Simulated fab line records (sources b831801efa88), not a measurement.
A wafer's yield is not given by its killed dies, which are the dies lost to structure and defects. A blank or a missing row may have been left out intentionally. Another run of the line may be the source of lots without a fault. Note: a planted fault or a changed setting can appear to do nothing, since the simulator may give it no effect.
A lot that was struck, set against a sound lot	flow sfq line	24 out of 325 route steps
Sound: wafers L985.1, L985.2, L985.5. Wafers struck: L988.1, L988.3, L988.4. The cause comes at the end.
For every step that has rows: the tool of each side, followed by ch and its chambers, followed by its first start. Under that, the readings that differ: sound wafers	struck wafers	difference of the means	sigmas: that difference in standard deviations of wafers without a fault.
alike: readings whose means differ by less than 2 such deviations, and words and numbers that are the same on both sides. not compared: withheld readings, readings that some wafer has no value for, bounds like >300 that may hide the same value, and numbers for which the record gives no deviation and whose values overlap.
A row with sigmas, a row that says differs or no value, or rows on one side alone: a step with any of these is where the two part. Non-overlapping numbers with no deviation appear without sigmas and do not part them. Lack of a reading on every wafer of one side parts them only where that side has two or more wafers.

first, 6 steps without rows for these wafers: SFQ_TRILAYER_I3_VIA_LITHO_COAT_090 (resist thk 62 nm); SFQ_TRILAYER_I3_VIA_LITHO_COAT_085 (resist thk 650 nm); SFQ_TRILAYER_I3_VIA_LITHO_SOFTBAKE_089; SFQ_TRILAYER_I3_VIA_LITHO_EXPOSE_086 (exposes mask I3, target cd 500 nm); SFQ_TRILAYER_I3_VIA_LITHO_PEB_088 (peb time 60 s); SFQ_TRILAYER_I3_VIA_LITHO_DEVELOP_087 (time 60 s).
SFQ_I3_OVL_MEAS_923:
  struck on overlay-01, day 44 09:28; sound on overlay-01, day 43 14:16
  alike: I3_OVL
SFQ_TRILAYER_I3_VIA_BARC_OPEN_VIA_ETCH_121: etches BARC in O2, target depth 125 nm, time 41.7 s.
  sound on rie diel-02 ch 0,1,2, day 43 14:19; struck on rie diel-03 ch 2,3, day 44 09:31
  alike: drypump motor current A, oes product au
  not compared: rf hours counter h
SFQ_TRILAYER_I3_VIA_ETCH_VIA_ETCH_088: etches SiO2 in CHF3, stops on Nb, target depth 260 nm.
  sound on rie diel-02 ch 0,1,2, day 43 14:21; struck on rie diel-03 ch 2,3, day 44 09:33
  alike: drypump motor current A, oes product au
SFQ_TRILAYER_I3_VIA_STRIP_STRIP_089: strips in O2.
  sound on rie metal-02 ch 0,1, day 43 14:28; struck on rie metal-04 ch 0,1, day 44 09:40
reading	sound	struck	difference	sigmas
drypump motor current A (A)	6.4 6.3 6.3	5.3 5.8 5.3	-0.9	-2
  alike: oes product au
  not compared: rf hours counter h
then, 2 steps without rows for these wafers: SFQ_TRILAYER_I3_VIA_STRIP_SOLV_CLEAN_090 (cleans in NMP, time 600 s); SFQ_TRILAYER_M4_DEP_PRE_CLEAN_092 (time 22.5 s).
SFQ_TRILAYER_M4_DEP_SPUTTER_091: material Nb, target thk 200 nm, time 133.3 s.
  struck on pvd sputter-05, day 44 10:43; sound on pvd sputter-05, day 43 15:16
  alike: base pressure pa, throttle valve pct
SFQ_M4_RS_MEAS_924: a four-point-probe measurement.
  struck on film metro-04, day 44 10:49; sound on film metro-04, day 43 15:22
reading	sound	struck	difference	sigmas
M4_NB_RS (ohm/sq)	0.900 0.887 0.886	0.442 0.442 0.441	-0.449	-41
then, 6 steps without rows for these wafers: SFQ_TRILAYER_M4_LITHO_COAT_098 (resist thk 62 nm); SFQ_TRILAYER_M4_LITHO_COAT_093 (resist thk 600 nm); SFQ_TRILAYER_M4_LITHO_SOFTBAKE_097; SFQ_TRILAYER_M4_LITHO_EXPOSE_094 (exposes mask M4, target cd 500 nm); SFQ_TRILAYER_M4_LITHO_PEB_096 (peb time 60 s); SFQ_TRILAYER_M4_LITHO_DEVELOP_095 (time 60 s).
-- the record jumps here: 5 days lie between the struck wafers' starts before and after --
SFQ_M4_OVL_MEAS_926:
  struck on overlay-01, day 49 02:01; sound on overlay-01, day 48 11:37
  alike: M4_OVL
SFQ_TRILAYER_M4_BARC_OPEN_METAL_ETCH_123: etches BARC in O2, target depth 125 nm, time 41.7 s.
  sound on rie metal-03 ch 0,1, day 48 11:40; struck on rie metal-04 ch 0,1, day 49 02:04
  alike: drypump motor current A, oes product au
  not compared: rf hours counter h
SFQ_TRILAYER_M4_ETCH_METAL_ETCH_096: etches Nb in Cl2/Ar, stops on SiO2, target depth 240 nm, time 120 s.
  sound on rie metal-03 ch 0,1, day 48 11:43; struck on rie metal-04 ch 0,1, day 49 02:07
reading	sound	struck	difference	sigmas
oes product au (a.u.)	0.884 0.891 0.888	1.012 0.994 1.004	+0.116	+14
model.etch.depth nm (nm)	198 200.1 200.5	244.5 240.9 243.8	+43.5	
model.M4.feature depth nm (nm)	198 200.1 200.5	244.5 240.9 243.8	+43.5	
  alike: drypump motor current A
  not compared: rf hours counter h
SFQ_TRILAYER_M4_STRIP_STRIP_097: strips in O2.
  sound on rie metal-03 ch 0,1, day 48 11:51; struck on rie metal-04 ch 0,1, day 49 02:15
  alike: drypump motor current A, oes product au
  not compared: rf hours counter h

== WHERE THEY PART ==
Earliest at SFQ_TRILAYER_I3_VIA_STRIP_STRIP_089; latest, in this record, at SFQ_TRILAYER_M4_ETCH_METAL_ETCH_096. Later steps at which nothing parts them and some readings are alike: SFQ_TRILAYER_M4_STRIP_STRIP_097.

WHY: what the simulator had put in
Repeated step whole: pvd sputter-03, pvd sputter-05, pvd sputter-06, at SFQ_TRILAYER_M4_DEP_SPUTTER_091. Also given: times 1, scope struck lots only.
